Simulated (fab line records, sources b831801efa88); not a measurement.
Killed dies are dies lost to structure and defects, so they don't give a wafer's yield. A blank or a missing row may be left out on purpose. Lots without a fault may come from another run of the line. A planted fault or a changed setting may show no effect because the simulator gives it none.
A struck lot beside a sound one | flow sky130 | 16 steps out of a route of 708
Sound: wafers L581.1, L581.3, L581.5. Struck: wafers L593.1, L593.4, L593.6. The cause comes at the end.
At each step with rows: each side's tool, then ch and its chambers, then its first start. Under that, the readings that differ: sound wafers | struck wafers | difference of the means | sigmas: that difference in standard deviations of wafers without a fault.
alike: readings whose means differ by less than 2 such deviations, and words and numbers that are the same on both sides. not compared: withheld readings, readings that some wafer has no value for, bounds like >300 that may hide the same value, and numbers for which the record gives no deviation and whose values overlap.
The two part at a step that has a row with sigmas, a row that says differs or no value, or rows on one side only. Numbers that don't overlap but have no deviation are shown without sigmas and don't part them. A reading that every wafer of one side lacks parts them only if that side has two wafers or more.

first, 5 steps without rows for these wafers: SKY_SONOS_TUNNEL_COAT_02 (resist thk 1140 nm); SKY_SONOS_TUNNEL_SOFTBAKE_03 (time 60 s); SKY_SONOS_TUNNEL_EXPOSE_04 (exposes mask TUNM, target cd 410 nm); SKY_SONOS_TUNNEL_PEB_05; SKY_SONOS_TUNNEL_DEVELOP_06 (develop time 60 s).
SKY_SONOS_TUNNEL_CD_MEAS_07: target cd 410 nm.
  sound on cd_sem-02, day 14 02:59; struck on cd_sem-01, day 18 06:56
  alike: cd_nm
SKY_SONOS_TUNNEL_OVL_MEAS_08:
  sound on overlay-01, day 14 03:06; struck on overlay-01, day 18 07:03
  alike: SONOS_TUNNEL_OVL
then, 3 steps without rows for these wafers: SKY_SONOS_TUNNEL_IMPLANT_09; SKY_SONOS_TUNNEL_WET_ETCH_10 (etches SiO2 in dHF, target depth 14 nm, time 280 s); SKY_SONOS_TUNNEL_STRIP_11 (strips in SPM, time 600 s).
SKY_SONOS_TUNNEL_TW_MEAS_12:
  sound on film_metro-02, day 14 03:32; struck on film_metro-04, day 18 07:30
  reading         | sound             | struck            | difference | sigmas
  SONOS_TUNNEL_TW | 196.5 195.7 195.2 | 198.2 198.5 198.2 | +2.5       | +2
then, 1 step without rows for these wafers: SKY_SONOS_TUNNEL_CLEAN_13 (cleans in dHF, time 20 s).
SKY_SONOS_ONO_OXIDATION_00: stabilise 600 s, purge 300 s, target thk 2.6 nm.
  sound on furnace-02 ch 0, day 14 04:20; struck on furnace-01 ch 0, day 18 07:58
  reading                                          | sound             | struck            | difference | sigmas
  spike_tc_bottom_C (C)                            | 819.3 820.2 819.4 | 792.0 794.9 795.1 | -25.6      | -11
  spike_tc_centre_C (C)                            | 798.4 797.8 798.6 | 769.9 771.5 771.9 | -27.2      | -16
  spike_tc_lower_C (C)                             | 800.2 801.6 800.1 | 771.9 770.8 771.7 | -29.2      | -27
  spike_tc_top_C (C)                               | 804.8 806.3 805.8 | 783.2 783.2 782.6 | -22.6      | -8
  spike_tc_upper_C (C)                             | 800.1 801.4 800.9 | 774.4 772.9 770.9 | -28.1      | -17
  tube_center_temp_C (C)                           | 800 799.98 800.12 | 769.97 770 770.03 | -30.03     | -99 or more
  tube_center_temp_C_max                           | 802.1 802.4 801.6 | 771.8 772.0 772.0 | -30.1      | -84
  zone_power_centre_pct (%)                        | 15.46 15.45 15.54 | 13.83 14.07 14.05 | -1.50      | -5
  model.SiO2_of_SONOS_ONO_OXIDATION_00.thk_nm (nm) | 2.569 2.581 2.625 | 1.672 1.66 1.666  | -0.926     |
  alike: zone_power_lower_pct, zone_power_top_pct
SKY_SONOS_ONO_THK_MEAS_01:
  sound on film_metro-04, day 14 05:41; struck on film_metro-04, day 18 09:19
  reading                      | sound          | struck         | difference | sigmas
  SONOS_ONO_OXIDATION_THK (nm) | 2.56 2.62 2.60 | 1.70 1.71 1.64 | -0.91      | -18
then, 1 step without rows for these wafers: SKY_SONOS_ONO_CVD_02 (deposits Si3N4 from DCS/NH3, target thk 10.5 nm, time 180 s).
-- the record jumps here: 32 days lie between the struck wafers' starts before and after (it left off in module SONOS_ONO and takes up again in module PAD_OPEN, whose first step shown is number 708 of the route) --
SKY_PAD_OPEN_PROBE_99:
  sound on prober-01, day 48 05:49; struck on prober-01, day 50 10:19
  reading                                   | sound                   | struck                  | difference | sigmas
  killed_at_other                           | 0 0 0                   | 1 2 0                   | +1         | +2
  model.etest.sonos_erased.drive_ua_um      | 203.1 175.6 157.6       | 270.1 255.7 236.8       | +75.4      |
  model.etest.cap_ono.gate_log10_a_cm2      | -7.853 -7.818 -8.08     | -6.756 -6.782 -6.776    | +1.146     |
  model.etest.cap_ono.gate_bv_v (V)         | 16.39 16.52 17.07       | 16.07 15.88 15.26       | -0.92      |
  model.etest.cap_ono.tox_acc_nm (nm)       | 12.83 12.75 13.04       | 11.96 11.99 11.99       | -0.89      |
  model.etest.pfet_g5v0d10v5.off_log10_a_um | -12.79 -12.79 -12.91    | -12.15 -12.34 -12.19    | +0.60      |
  model.etest.sonos_erased.vt_v (V)         | -2.337 -2.314 -2.203    | -2.709 -2.683 -2.661    | -0.400     |
  model.etest.sonos_baked.vt_less_v (V)     | -0.5013 -0.5494 -0.5084 | -0.8545 -0.8665 -0.8181 | -0.3267    |
  alike: killed_at_M0_to_M3, killed_at_M4_up, killed_at_contacts, killed_at_front_end, killed_dies, killed_on_rim, killed_open, killed_short
  not compared: model.etest.sonos_uncharged.r_on_ohm_um

WHERE THEY PART
First at SKY_SONOS_TUNNEL_TW_MEAS_12; last, within this record, at SKY_PAD_OPEN_PROBE_99.

WHY: what the simulator had put in
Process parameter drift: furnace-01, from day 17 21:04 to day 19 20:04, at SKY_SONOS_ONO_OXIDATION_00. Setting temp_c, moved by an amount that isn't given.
